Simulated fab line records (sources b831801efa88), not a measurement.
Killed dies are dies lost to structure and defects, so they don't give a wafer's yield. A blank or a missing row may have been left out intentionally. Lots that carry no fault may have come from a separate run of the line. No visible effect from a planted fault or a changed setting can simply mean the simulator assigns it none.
fab line records | flow gf180mcu | part 2 of 2: steps 25 to 34 of 34
record: lots: 5 wafers: 15 last_day: 34
route steps=602 shown DUAL_GATE@156 POLY_GATE@157 HV_LDD@176
lots that met no fault: taken from a fault-free run of the same line
start_h: the number of hours between the record's first day and the start of the first shown wafer of the lot | wait_h: how many hours have passed since the lot's step before this one | " unchanged from the row above | L1.1+2: one row covering several wafers at once | - no value present, or no start provided | * or withheld: withheld | < > ~ a bound
route shown NAME@n: a module of which the file shows steps, and the number in the route of the first | usual: the fault-free wafers' mean and standard deviation | same: alike in all rows | chamber/n: place in a boat | sites: each site's reading | _std_site: standard deviation across them | _edge_site: outer sites' mean less inner sites' | radius_mm: how far each site lies from the wafer's centre | mask NAME#n: copy n | behind: the most recent tool/chamber to have shaped the wafer | hold: reason for holding the lot/hours on hold/outcome of the hold | device: the transistor (n, p or np) that didn't switch | end of line: tests run on the same wafers once the route is complete | a step with no rows: only its recipe | killed: count of dies lost to structure and defects at first sort (not the wafer's yield) | map: shows each die of a wafer: x if killed, . if not, _ if none is there
set.NAME: the setting the step ran with; set.NAME@STEP: the setting that earlier step ran with | model.NAME: the simulator's own value behind a step, which no gauge read
certain route steps with their lots: each step a table, each wafer a row
services: from which hour (start_h, from the record's first day; less than 0 if before it) a tool's chamber was out of use, for how many hours, and why
== steps ==
step: GF_HV_LDD_EXPOSE_04
recipe: mask_id: Nplus_LV_AREA target_cd_nm: 400 na: 0.6 source_shape: conventional sigma_outer: 0.6 dose_mj: 140
usual: stage_vel_mm_s: 500.02/0.26
same: na: 0.6
columns lot.wafer tool chamber start_h wait_h mask stage_vel_mm_s
L074.1 iline_stepper-02 0 - - Nplus_LV_AREA#0 500.40
L074.4 " 0 " " Nplus_LV_AREA#0 499.69
L074.5 " 0 " " Nplus_LV_AREA#0 499.67
L078.1 iline_stepper-02 0 - - Nplus_LV_AREA#0 499.83
L078.2 " 0 " " Nplus_LV_AREA#0 499.95
L078.3 " 0 " " Nplus_LV_AREA#0 499.91
L088.3 iline_stepper-02 0 - - Nplus_LV_AREA#0 499.61
L088.5 " 0 " " Nplus_LV_AREA#0 499.67
L088.6 " 0 " " Nplus_LV_AREA#0 499.70
L093.1 iline_stepper-01 0 - - Nplus_LV_AREA#0 500.19
L093.4 " 0 " " Nplus_LV_AREA#0 500.39
L093.6 " 0 " " Nplus_LV_AREA#0 500.25
L096.2 iline_stepper-02 0 - - Nplus_LV_AREA#0 500.02
L096.3 " 0 " " Nplus_LV_AREA#0 499.83
L096.4 " 0 " " Nplus_LV_AREA#0 500.01
step: GF_HV_LDD_PEB_05
recipe: temp_c: withheld time_s: * resist: NOVOLAK
usual: chill_plate_temp_C: *
same: time_s: *
columns lot.wafer tool chamber start_h wait_h chill_plate_temp_C
L074.1 litho_track-03 0 - - *
L074.4 " 0 " " *
L074.5 " 0 " " *
L078.1 litho_track-01 0 - - *
L078.2 " 0 " " *
L078.3 " 0 " " *
L088.3 litho_track-01 0 - - *
L088.5 " 0 " " *
L088.6 " 0 " " *
L093.1 litho_track-03 0 - - *
L093.4 " 0 " " *
L093.6 " 0 " " *
L096.2 litho_track-01 0 - - *
L096.3 " 0 " " *
L096.4 " 0 " " *
step: GF_HV_LDD_DEVELOP_06
recipe: develop_time_s: 60 dev_temp_c: 23
usual: chill_plate_temp_C: 23.01/0.12
columns lot.wafer tool chamber start_h wait_h chill_plate_temp_C
L074.1 litho_track-03 0 223.48 0.1 23.00
L074.4 " 0 " " 22.92
L074.5 " 0 " " 23.08
L078.1 litho_track-01 0 260.44 0.1 23.28
L078.2 " 0 " " 23.06
L078.3 " 0 " " 23.11
L088.3 litho_track-01 0 325.49 0.1 22.81
L088.5 " 0 " " 23.02
L088.6 " 0 " " 22.93
L093.1 litho_track-03 0 361.68 0.1 22.87
L093.4 " 0 " " 22.96
L093.6 " 0 " " 22.81
L096.2 litho_track-01 0 388.02 0.1 23.05
L096.3 " 0 " " 22.90
L096.4 " 0 " " 23.03
step: GF_HV_LDD_CD_MEAS_07
recipe: target_cd_nm: 400
usual: cd_nm: 399.6/2.3
columns lot.wafer tool chamber start_h wait_h cd_nm
L074.1 cd_sem-02 - 223.63 0.1 396.1
L074.4 " - " " 398.9
L074.5 " - " " 398.3
L078.1 cd_sem-01 - 260.59 0.1 400.4
L078.2 " - " " 401.9
L078.3 " - " " 400.2
L088.3 cd_sem-02 - 325.63 0.1 397.9
L088.5 " - " " 396.3
L088.6 " - " " 395.7
L093.1 cd_sem-02 - 361.83 0.1 399.6
L093.4 " - " " 396.8
L093.6 " - " " 398.7
L096.2 cd_sem-02 - 388.16 0.1 398.4
L096.3 " - " " 399.6
L096.4 " - " " 399.1
step: GF_HV_LDD_OVL_MEAS_08
usual: HV_LDD_OVL: 0.3/1.3
columns lot.wafer tool chamber start_h wait_h HV_LDD_OVL[nm]
L074.1 overlay-01 - 223.75 0.1 -0.8
L074.4 " - " " -0.9
L074.5 " - " " 0.5
L078.1 overlay-01 - 260.71 0.1 -1.9
L078.2 " - " " -0.6
L078.3 " - " " -2.6
L088.3 overlay-01 - 325.72 0.1 0.5
L088.5 " - " " 1.7
L088.6 " - " " 1.1
L093.1 overlay-02 - 361.95 0.1 1.8
L093.4 " - " " 3.4
L093.6 " - " " 2.0
L096.2 overlay-01 - 388.27 0.1 1.6
L096.3 " - " " 1.9
L096.4 " - " " 1.2
step: GF_HV_LDD_IMPLANT_09
recipe: species: As energy_kev: 40 dose_cm2: 1e+14 tilt_deg: 7
columns lot.wafer tool chamber start_h wait_h
L074.1+4+5 implanter-02 0 223.79 0.0
L078.1+2+3 implanter-02 0 260.75 0.0
L088.3+5+6 implanter-01 0 325.80 0.1
L093.1+4+6 implanter-01 0 361.99 0.0
L096.2+3+4 implanter-01 0 388.32 0.0
step: GF_HV_LDD_STRIP_10
recipe: chemistry: O2/N2 power_w: 1400 pressure_mtorr: 1500 platen_temp_c: 250 o2_flow_sccm: 3000 n2_flow_sccm: 300 overash_fraction: 0.5
usual: drypump_motor_current_A: 5.8/0.51 heater_power_w: 349/52 oes_product_au: 0.716/0.0046 strip_time_to_endpoint_s: 12.63/0.037
columns lot.wafer tool chamber start_h wait_h drypump_motor_current_A heater_power_w oes_product_au rf_hours_counter_h strip_time_to_endpoint_s
L074.1 plasma_asher-03 1 223.94 0.1 5.9 296 0.714 50 12.64
L074.4 " 1 " " 5.9 288 0.708 - 12.67
L074.5 " 0 " " 5.7 357 0.718 - 12.61
L078.1 plasma_asher-02 1 260.90 0.1 6.6 396 0.713 65 12.61
L078.2 " 0 " " 6.0 350 0.715 65 12.67
L078.3 " 0 " " 6.0 345 0.721 - 12.63
L088.3 plasma_asher-01 0 325.93 0.1 4.9 294 0.710 - 12.63
L088.5 " 0 " " 4.9 289 0.717 - 12.60
L088.6 " 1 " " 5.8 430 0.713 - 12.64
L093.1 plasma_asher-03 1 362.14 0.1 5.9 294 0.706 64 12.62
L093.4 " 1 " " 5.9 286 0.722 - 12.62
L093.6 " 0 " " 5.7 359 0.711 - 12.66
L096.2 plasma_asher-01 1 388.45 0.1 5.8 418 0.707 26 12.66
L096.3 " 1 " " 5.8 426 0.719 - 12.61
L096.4 " 0 " " 4.9 293 0.713 - 12.63
step: GF_HV_LDD_TW_MEAS_11
usual: HV_LDD_TW: 2453/19
columns lot.wafer tool chamber start_h wait_h HV_LDD_TW
L074.1 film_metro-02 - 224.04 0.1 2437
L074.4 " - " " 2443
L074.5 " - " " 2427
L078.1 film_metro-03 - 261.00 0.1 2413
L078.2 " - " " 2427
L078.3 " - " " 2418
L088.3 film_metro-01 - 326.02 0.1 2483
L088.5 " - " " 2467
L088.6 " - " " 2467
L093.1 film_metro-01 - 362.24 0.1 2453
L093.4 " - " " 2473
L093.6 " - " " 2465
L096.2 film_metro-02 - 388.56 0.1 2445
L096.3 " - " " 2470
L096.4 " - " " 2448
step: GF_HV_LDD_DEHYDRATE_12
recipe: temp_c: 200 time_s: 60
usual: chill_plate_temp_C: 23.00/0.092
same: time_s: 60
columns lot.wafer tool chamber start_h wait_h chill_plate_temp_C
L074.1 litho_track-01 0 232.39 8.3 23.06
L074.4 " 0 " " 22.88
L074.5 " 0 " " 22.97
L078.1 litho_track-03 0 270.18 9.2 23.08
L078.2 " 0 " " 22.97
L078.3 " 0 " " 23.05
L088.3 litho_track-04 0 336.59 10.6 23.00
L088.5 " 0 " " 23.14
L088.6 " 0 " " 23.11
L093.1 litho_track-01 0 373.49 11.2 22.98
L093.4 " 0 " " 22.83
L093.6 " 0 " " 23.12
L096.2 litho_track-01 0 400.02 11.4 23.11
L096.3 " 0 " " 23.08
L096.4 " 0 " " 23.11
step: GF_HV_LDD_HMDS_13
recipe: prime_time_s: 60 prime_temp_c: 120
usual: chill_plate_temp_C: 23.01/0.11
columns lot.wafer tool chamber start_h wait_h chill_plate_temp_C
L074.1 litho_track-01 0 232.54 0.1 23.10
L074.4 " 0 " " 22.90
L074.5 " 0 " " 23.04
L078.1 litho_track-03 0 270.33 0.1 23.04
L078.2 " 0 " " 22.93
L078.3 " 0 " " 23.06
L088.3 litho_track-04 0 336.74 0.1 22.81
L088.5 " 0 " " 22.90
L088.6 " 0 " " 22.84
L093.1 litho_track-01 0 373.64 0.1 23.12
L093.4 " 0 " " 23.09
L093.6 " 0 " " 23.15
L096.2 litho_track-01 0 400.17 0.1 23.11
L096.3 " 0 " " 23.09
L096.4 " 0 " " 23.00
== services ==
columns tool chamber start_h hours kind
rie_diel-02 2 159.37 1.7 repair
krf_scanner-02 - 160.26 3.0 pm
krf_scanner-02 - 163.28 0.2 repair
krf_scanner-02 - 168.21 1.3 pm
rie_diel-02 1 168.47 4.4 repair
iline_stepper-02 - 177.71 1.7 pm
rie_diel-02 0 181.29 9.1 repair
krf_scanner-02 - 187.27 0.8 pm
furnace-02 - 204.57 4.6 pm
furnace-01 - 212.68 3.8 pm
krf_scanner-02 - 222.83 0.9 repair
krf_scanner-02 - 278.04 4.4 pm
furnace-02 - 283.85 3.1 pm
iline_stepper-02 - 297.01 3.1 repair
krf_scanner-02 - 308.38 1.0 pm
krf_scanner-02 - 344.11 1.3 pm
krf_scanner-02 - 346.30 0.6 repair
plasma_asher-01 - 354.38 2.8 pm
krf_scanner-02 - 356.07 0.8 pm
plasma_asher-01 - 369.13 6.1 repair
furnace-02 - 373.90 4.2 pm
plasma_asher-01 - 374.88 0.7 repair
furnace-02 - 388.74 10.7 pm
iline_stepper-02 - 395.89 1.7 pm
